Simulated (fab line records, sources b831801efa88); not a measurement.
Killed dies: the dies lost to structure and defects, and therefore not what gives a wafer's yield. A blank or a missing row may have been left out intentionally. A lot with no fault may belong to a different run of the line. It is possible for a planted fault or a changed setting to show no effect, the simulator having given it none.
Matching of chambers ; flow sky130 ; 3 sister chambers for SKY_VIA4_HDPCVD_00 on hdpcvd-02
The step deposits SiO2, target thk 1750 nm, time 291.7 s. 16 wafers are shown with their chamber, then 8 later ones without.

== EACH WAFER AND ITS CHAMBER ==
wafer;chamber;run length s (s);pressure mtorr (mTorr)
L737.2;2;321.0;5.994
L737.3;1;319.3;6.015
L737.6;1;319.6;6.006
L741.4;1;319.8;5.992
L741.5;2;320.7;5.981
L741.6;0;319.0;5.994
L750.2;1;319.4;6.005
L750.3;0;319.0;5.979
L750.4;0;318.9;5.979
L751.1;2;321.2;6.016
L751.3;1;320.1;6.012
L751.6;2;320.3;6.005
L752.2;0;318.9;5.995
L752.3;2;320.5;6.011
L752.4;2;320.7;6.030
L754.2;2;320.4;6.003

SIGNATURES, as means of the wafers listed above
reading;chamber 0;chamber 1;chamber 2;scatter within a chamber
run length s;318.950;319.640;320.686;0.284
pressure mtorr;5.98675;6.00600;6.00571;0.0125
Rule: a wafer lies at a distance from a chamber equal to the root of the sum of squares, over the readings, of (its reading less the chamber's mean, divided by the reading's scatter). If the next closest chamber is less than 2 further off than the closest, the wafer can't be placed; otherwise it belongs to the closest. How the scatter is found: for the shown wafers, subtract from each reading the mean of its chamber, square and add these, divide the total by (wafers less chambers), then take the root.

== WAFERS MISSING THEIR CHAMBER ==
wafer;run length s (s);pressure mtorr (mTorr)
L754.4;319.0;6.003
L754.5;320.2;6.009
L758.1;319.1;6.012
L758.2;319.5;5.988
L758.5;320.6;5.998
L757.1;320.7;6.005
L757.3;320.5;5.997
L757.4;319.1;6.002

== WHICH CHAMBER EACH WENT THROUGH ==
wafer;from the rows above;in truth
L754.4;can't be placed: 0 or 1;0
L754.5;can't be placed: 2 or 1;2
L758.1;can't be placed: 1 or 0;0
L758.2;can't be placed: 1 or 0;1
L758.5;2;2
L757.1;2;2
L757.3;2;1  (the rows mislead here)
L757.4;can't be placed: 0 or 1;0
Placed correctly: 2 of 8. These rows do not allow placing 5 (true chamber among the candidates in 5). Placed wrongly: 1.
